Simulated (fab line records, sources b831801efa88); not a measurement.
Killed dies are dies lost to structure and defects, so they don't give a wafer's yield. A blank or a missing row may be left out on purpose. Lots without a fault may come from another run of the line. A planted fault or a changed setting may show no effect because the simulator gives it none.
Problem report in the 8D (eight disciplines) form, filled by code | flow gf180mcu | the parts of the form that need people (team, actions taken, sign-off) are left out

1. THE PROBLEM
STI_CVD_23_THK at GF_STI_THK_MEAS_24 reads a mean of 1051 nm on 3 wafers of 2 lots; wafers without a fault read 652 nm with a standard deviation of 6.5. That is +61 standard deviations from the usual mean.
First seen on wafer L238.6, day 5 00:27, on film_metro-02. The record holds 42 wafers of 14 lots with a number at this step. Rule for "out", or "out of limits": more than 4 standard deviations from the usual mean. The other wafers with a number count as sound.

2. WHAT IT IS AND WHAT IT IS NOT
question                    | is                           | is not
which readings at this step | STI_CVD_23_THK               | -
which lots                  | L238, L241                   | L225, L226, L227, L228, L229, L230, L231, L243, L244, L245, L246, L247
which wafers of those lots  | L238.6, L241.1, L241.5       | L238.3, L238.5, L241.4
read on which gauges        | film_metro-02, film_metro-03 | film_metro-04
when                        | from day 5 00:27             | up to then (23 sound wafers); but 16 sound wafers of L241, L243, L244, L245, L246, L247 came after

3. SUSPECTS, AND WHAT RULES EACH OUT
Counting: a tool at a process step up to the reading stays a suspect if it ran every lot that is out. Sound lots after the first of them don't rule it out here, since some wafers of a struck lot are sound.
- the gauge at GF_STI_THK_MEAS_24: ruled out. The wafers that are out were read on 2 gauges (film_metro-02, film_metro-03).
- hdpcvd-02 at GF_STI_CVD_23 (deposits SiO2, target thk 650 nm, time 108.3 s): kept. It ran every lot that is out, first L238 (day 5 00:21); its last sound lot up to then is L230 (day 3 09:35).
Left after counting: hdpcvd-02 at GF_STI_CVD_23.

4. THE CAUSE (what the simulator had put in)
Process parameter drift: hdpcvd-02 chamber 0, from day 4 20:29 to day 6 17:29, at GF_STI_CVD_23. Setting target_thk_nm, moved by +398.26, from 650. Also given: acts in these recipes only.
Counting left only this tool.

5. THE CHAIN OF EFFECTS, in route order
Each row: a reading whose mean over the struck wafers that have a number lies more than 3 standard deviations from the usual. Only readings for which the record gives a usual standard deviation are gone through. hours: the time from each lot's start at the first step in this table that gives one to its start at this step, as a median over the lots. sigmas: the change in usual standard deviations.
hours | step               | reading            | usual  | on struck wafers | change | sigmas
0     | GF_STI_THK_MEAS_24 | STI_CVD_23_THK     | 652 nm | 1051             | +399   | +61
0     | GF_STI_CMP_25      | time_to_endpoint_s | 123 s  | 198              | +75    | +20
The process steps in it:
- GF_STI_CMP_25: polishes, stops on Si3N4, t overpolish 33 s, target thk 524.6 nm.
Later measuring or inspecting steps at which every struck wafer that the step has a row for has a number for every such reading, and none has moved that far: GF_MVPSD_OVL_MEAS_07, GF_HV_LDD_THK_MEAS_55.

6. WHAT WOULD HAVE CAUGHT IT SOONER
In this record the first reading out of limits at a measuring or inspecting step was taken at day 5 00:27, 4 hours after the fault began at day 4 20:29.
Of the lots that are out (2), L241 began GF_STI_CVD_23 on hdpcvd-02 after day 5 00:27. A hold on the tool at that time would have spared it.
